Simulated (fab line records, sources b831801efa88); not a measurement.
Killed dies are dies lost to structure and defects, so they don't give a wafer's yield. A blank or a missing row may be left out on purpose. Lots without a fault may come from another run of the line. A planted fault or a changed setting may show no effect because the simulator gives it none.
Which tool did it? | flow sky130 | 11 lots, 33 wafers sampled, at 3 steps of a route of 708

WHAT THE GAUGES READ, wafer by wafer
SKY_POLY_GATE_THK_MEAS_21.
lot  | measured     | on            | POLY_GATE_OXIDATION_THK (nm)
L161 | day 16 20:31 | film_metro-02 | 4.03 4.03 4.05
L162 | day 17 09:21 | film_metro-02 | 4.01 3.99 4.16
L163 | day 17 19:02 | film_metro-02 | 3.96 3.97 4.05
L165 | day 18 09:26 | film_metro-02 | 3.99 3.97 4.01
L168 | day 20 04:43 | film_metro-02 | 3.93 3.89 3.91
L169 | day 20 16:22 | film_metro-01 | 6.35 6.44 6.40
L170 | day 20 16:23 | film_metro-02 | 6.36 6.35 6.45
L173 | day 21 13:28 | film_metro-04 | 6.37 6.44 6.30
L178 | day 23 08:01 | film_metro-04 | 4.01 4.07 4.02
L181 | day 24 03:15 | film_metro-04 | 3.98 4.05 4.01
L182 | day 24 13:34 | film_metro-01 | 3.96 3.98 4.06

WHICH TOOL RAN EACH LOT (tool, then ch and the chambers of the sampled wafers, then the start)
lot  | SKY_DNWELL_STRIP_08                 | SKY_POLY_GATE_OXIDATION_20
L161 | plasma_asher-04 ch 0,1, day 3 14:40 | furnace-02 ch 0, day 16 19:15
L162 | plasma_asher-01 ch 0,1, day 3 19:05 | furnace-01 ch 0, day 17 08:06
L163 | plasma_asher-02 ch 0,1, day 4 02:53 | furnace-01 ch 0, day 17 17:45
L165 | plasma_asher-01 ch 0, day 4 10:41   | furnace-01 ch 0, day 18 08:11
L168 | plasma_asher-04 ch 0, day 5 10:58   | furnace-02 ch 0, day 20 03:28
L169 | plasma_asher-04 ch 0,1, day 5 16:32 | furnace-01 ch 0, day 20 15:07
L170 | plasma_asher-02 ch 0,1, day 5 20:04 | furnace-01 ch 0, day 20 15:07
L173 | plasma_asher-02 ch 0,1, day 6 07:00 | furnace-01 ch 0, day 21 12:12
L178 | plasma_asher-04 ch 0,1, day 7 09:46 | furnace-02 ch 0, day 23 06:45
L181 | plasma_asher-04 ch 0,1, day 8 02:14 | furnace-02 ch 0, day 24 02:00
L182 | plasma_asher-04 ch 0,1, day 8 10:23 | furnace-01 ch 0, day 24 12:18
- SKY_DNWELL_STRIP_08: strips in O2/N2.
- SKY_POLY_GATE_OXIDATION_20: stabilise 600 s, purge 300 s, target thk 4 nm.

THE ANSWER, worked out from the rows above alone
Rule: what is usual is taken from the lots themselves. Put in order of their means at a reading, lots are off if they are a third of the lots or fewer, leave a main group of 4 or more, and stand apart from it by a gap of 3 or more times the standard deviation of the main group's means; of several such gaps the widest counts. A main group whose means are all the same, to the digits that the tables above print for the reading, isn't used. A lot without any number at a reading at which 4 lots or more have one is off too. The other lots that the step has rows for count as sound.
Off: L169, L170, L173, at SKY_POLY_GATE_THK_MEAS_21 (POLY_GATE_OXIDATION_THK). The main group: mean 4.00 nm, standard deviation 0.041.
A tool fits if, at a process step before that reading, it ran every lot that is off, and no sound lot after the first of them. The gauges at SKY_POLY_GATE_THK_MEAS_21 are tried like those tools. None of those tried fits.

WHAT THE SIMULATOR HAD PUT IN
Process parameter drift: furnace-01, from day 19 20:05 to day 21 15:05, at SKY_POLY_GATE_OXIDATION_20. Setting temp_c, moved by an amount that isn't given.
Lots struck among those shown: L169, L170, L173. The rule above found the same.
